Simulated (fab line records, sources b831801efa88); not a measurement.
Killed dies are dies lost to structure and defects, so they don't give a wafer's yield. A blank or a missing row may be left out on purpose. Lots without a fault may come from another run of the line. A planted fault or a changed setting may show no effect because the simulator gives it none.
Chamber matching | flow gf180mcu | GF_M5_ETCH_09 on rie_diel-03: 4 sister chambers
The step etches Si3N4 in CF4/O2, target depth 52 nm, time 11.6 s. 8 wafers are shown with their chamber, then 8 later ones without.

WAFERS WITH THEIR CHAMBER
wafer  | chamber | oes_product_au (a.u.) | throttle_valve_pct (%)
L080.4 | 1       | 0.979                 | 5.962
L085.1 | 1       | 0.986                 | 5.963
L086.1 | 0       | 0.989                 | 5.963
L086.2 | 3       | 0.984                 | 5.955
L087.3 | 2       | 1.002                 | 5.977
L087.5 | 3       | 0.992                 | 5.968
L087.6 | 2       | 1.006                 | 5.962
L092.1 | 0       | 1.002                 | 5.979

WAFERS WITHOUT THEIR CHAMBER
wafer  | oes_product_au (a.u.) | throttle_valve_pct (%)
L092.2 | 0.997                 | 5.969
L092.3 | 1.004                 | 5.977
L092.4 | 0.989                 | 5.965
L092.5 | 0.988                 | 5.966
L092.6 | 0.986                 | 5.985
L095.1 | 0.981                 | 5.956
L095.3 | 0.999                 | 5.950
L095.6 | 0.993                 | 5.978

WHICH CHAMBER EACH WENT THROUGH
wafer  | from the rows above               | in truth
L092.2 | can't be placed: 0 or 2 or 3      | 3
L092.3 | can't be placed: 2 or 0           | 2
L092.4 | can't be placed: 3 or 1 or 0      | 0
L092.5 | can't be placed: 3 or 1 or 0      | 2
L092.6 | can't be placed: 0 or 1 or 3 or 2 | 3
L095.1 | can't be placed: 1 or 3           | 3
L095.3 | can't be placed: 3 or 2 or 0 or 1 | 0
L095.6 | can't be placed: 0 or 3 or 2 or 1 | 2
Placed correctly: 0 of 8. Can't be placed from these rows: 8 (the true chamber is among the candidates in 7). Placed wrongly: 0.
How it was worked out, from the rows above alone: a wafer's distance from a chamber is the root of the sum, over the readings, of the square of ((its reading less the chamber's mean) divided by the reading's scatter). The wafer belongs to the nearest chamber; if the next one is less than 2 further off, it can't be placed. A chamber's mean is the mean of its shown wafers. The scatter: the root of (the sum of the squares of (reading less its chamber's mean) over the shown wafers, divided by (wafers less chambers)).
